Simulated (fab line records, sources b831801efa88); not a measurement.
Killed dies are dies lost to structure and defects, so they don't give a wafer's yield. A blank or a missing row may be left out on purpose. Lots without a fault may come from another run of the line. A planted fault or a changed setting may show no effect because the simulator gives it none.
A struck lot beside a sound one | flow sky130 | 14 steps out of a route of 708
Sound: wafers L562.3, L562.5, L562.6. Struck: wafers L565.1, L565.4, L565.5. The cause comes at the end.
At each step with rows: each side's tool, then ch and its chambers, then its first start. Under that, the readings that differ: sound wafers | struck wafers | difference of the means | sigmas: that difference in standard deviations of wafers without a fault.
alike: readings whose means differ by less than 2 such deviations, and words and numbers that are the same on both sides. not compared: withheld readings, readings that some wafer has no value for, bounds like >300 that may hide the same value, and numbers for which the record gives no deviation and whose values overlap.
The two part at a step that has a row with sigmas, a row that says differs or no value, or rows on one side only. Numbers that don't overlap but have no deviation are shown without sigmas and don't part them. A reading that every wafer of one side lacks parts them only if that side has two wafers or more.

SKY_METAL5_STRIP_16: strips in O2/N2.
  sound on plasma_asher-01 ch 0,1, day 43 23:17; struck on plasma_asher-03 ch 0,1, day 45 00:28
  reading                      | sound             | struck            | difference | sigmas
  strip_time_to_endpoint_s (s) | 13.10 13.05 13.10 | 12.86 12.95 12.95 | -0.16      | -2
  alike: drypump_motor_current_A, oes_product_au
  not compared: rf_hours_counter_h
then, 3 steps without rows for these wafers: SKY_METAL5_STRIP_17 (strips in post etch residue remover, time 1200 s); SKY_METAL5_CLEAN_18 (cleans in IPA, time 180 s); SKY_METAL5_CLEAN_19 (cleans in O3/DIW).
SKY_PASSIVATION_CVD_00: deposits SiO2, target thk 90 nm.
  sound on pecvd-03 ch 1,2, day 43 23:50; struck on pecvd-01 ch 0,2, day 45 01:03
  alike: heater_power_w, susceptor_temp_C
SKY_PASSIVATION_THK_MEAS_01:
  sound on film_metro-04, day 43 23:53; struck on film_metro-04, day 45 01:05
  alike: PASSIVATION_CVD_00_THK
SKY_PASSIVATION_CVD_02: deposits Si3N4, target thk 540 nm.
  sound on pecvd-01 ch 0,1,2, day 43 23:55; struck on pecvd-02 ch 0,1,2, day 45 01:08
  alike: heater_power_w, susceptor_temp_C
SKY_PASSIVATION_THK_MEAS_03:
  sound on film_metro-02, day 44 00:10; struck on film_metro-04, day 45 01:22
  reading                     | sound       | struck      | difference | sigmas
  PASSIVATION_CVD_02_THK (nm) | 528 541 537 | 543 551 549 | +12        | +2
then, 4 steps without rows for these wafers: SKY_PASSIVATION_DEHYDRATE_04 (time 60 s); SKY_PASSIVATION_HMDS_05 (prime time 60 s); SKY_PASSIVATION_COAT_06 (resist thk 3000 nm); SKY_PASSIVATION_SOFTBAKE_07.
SKY_PASSIVATION_EXPOSE_08: exposes mask NSM, target cd 3000 nm.
  sound on iline_stepper-02 ch 0, day 44 10:56; struck on iline_stepper-02, day 45 11:44
  no value came back on the struck wafers for exposure_dose_mJ_cm2, focus_offset_nm (nm), na; on the sound wafers exposure_dose_mJ_cm2 reads 259.58 260.11 260.07
  alike: mask
then, 1 step without rows for these wafers: SKY_PASSIVATION_PEB_09.

WHERE THEY PART
First at SKY_METAL5_STRIP_16; last, within this record, at SKY_PASSIVATION_EXPOSE_08.

WHY: what the simulator had put in
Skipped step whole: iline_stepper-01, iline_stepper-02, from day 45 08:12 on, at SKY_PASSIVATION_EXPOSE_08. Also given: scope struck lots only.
